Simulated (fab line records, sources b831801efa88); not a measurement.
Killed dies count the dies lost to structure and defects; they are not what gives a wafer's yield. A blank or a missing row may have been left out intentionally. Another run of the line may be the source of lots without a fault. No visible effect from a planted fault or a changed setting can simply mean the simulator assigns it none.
Split-lot experiment -- flow sky130 -- route with 708 steps; 5 lots, 23 wafers read

## THE SPLIT
At SKY_SD_N_DEVELOP_06 (develop time 60 s), the setting dev-temp-c was moved away from the recipe's 23 C on 9 of the 23 wafers read, by -11.1% to -4.5%. All remaining wafers had this setting at the recipe value.

Between the split and the reading, the file records no step.

## THE READING
At SKY_SD_N_CD_MEAS_07: cd-nm in nanometres, against a target cd of 380 nm. Typical for fault-free wafers on this fab line: 378.1 nm, with standard deviation 2.4 nm.

wafer,"tool, chamber at the split","dev-temp-c as run, C",against the recipe,"cd-nm, nm",against lot-mates on the recipe
L075.1,"litho-track-03, 0",23,recipe,379.9,-
L075.2,"litho-track-03, 0",23,recipe,379.5,-
L075.4,"litho-track-03, 0",21.97,-4.5%,383.8,+4.1
L075.5,"litho-track-03, 0",21.97,-4.5%,382.0,+2.3
L075.6,"litho-track-03, 0",21.97,-4.5%,381.8,+2.1
L076.2,"litho-track-04, 0",23,recipe,380.9,-
L076.5,"litho-track-04, 0",23,recipe,382.4,-
L076.6,"litho-track-04, 0",23,recipe,382.3,-
L081.1,"litho-track-01, 0",23,recipe,376.2,-
L081.2,"litho-track-01, 0",21.63,-6.0%,380.0,+3.9
L081.3,"litho-track-01, 0",23,recipe,375.6,-
L081.4,"litho-track-01, 0",23,recipe,376.5,-
L081.5,"litho-track-01, 0",21.63,-6.0%,382.3,+6.2
L083.1,"litho-track-04, 0",23,recipe,378.3,-
L083.2,"litho-track-04, 0",23,recipe,374.9,-
L083.3,"litho-track-04, 0",23,recipe,375.7,-
L083.4,"litho-track-04, 0",20.45,-11.1%,384.9,+8.6
L083.6,"litho-track-04, 0",20.45,-11.1%,383.8,+7.5
L085.1,"litho-track-01, 0",23,recipe,377.9,-
L085.3,"litho-track-01, 0",20.7,-10.0%,382.7,+4.3
L085.4,"litho-track-01, 0",23,recipe,378.2,-
L085.5,"litho-track-01, 0",20.7,-10.0%,386.1,+7.7
L085.6,"litho-track-01, 0",23,recipe,379.0,-

FIT RESULTS
A straight line over all 23 wafers: cd-nm changes by -0.577 nm for each +1% of dev-temp-c; r = -0.75; the points scatter about the line by 2.2 nm.
The same after taking each lot's own level away (the mean of its wafers on the recipe; 23 wafers): -0.687 nm for each +1%; r = -0.94; scatter 1.1 nm.
That fit puts the effect of the largest move of dev-temp-c on the reading at 7.6 nm.
The lots' own levels span 376.10 to 381.87 nm, that is 2.4 times the standard deviation above.
So the lot-to-lot level blurs the effect unless lot-mates are compared.
Check: with one of the wafers moved furthest among these (-11.1%) left out of the fit, the line predicts +7.36 nm for it against its lot-mates. Against them it came out at +8.6 nm.

## THESE WAFERS: OTHER SPLITS
Before the reading, these wafers also passed through other splits. Each is held against what the fit with the lots' levels taken away leaves over:
other split on the same wafers,wafers away from the commonest value,r with cd-nm (lot level and that fit taken away)
SKY_POLY_CUT_COAT_02 resist-thk-nm,7,+0.17
SKY_POLY_CUT_ETCH_10 bias-w,11,-0.11
SKY_SD_P_DEVELOP_06 dev-temp-c,10,+0.30

## FILE'S OWN FIT
cd-nm changes by -0.691 nm for each +1% of dev-temp-c, r = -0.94.
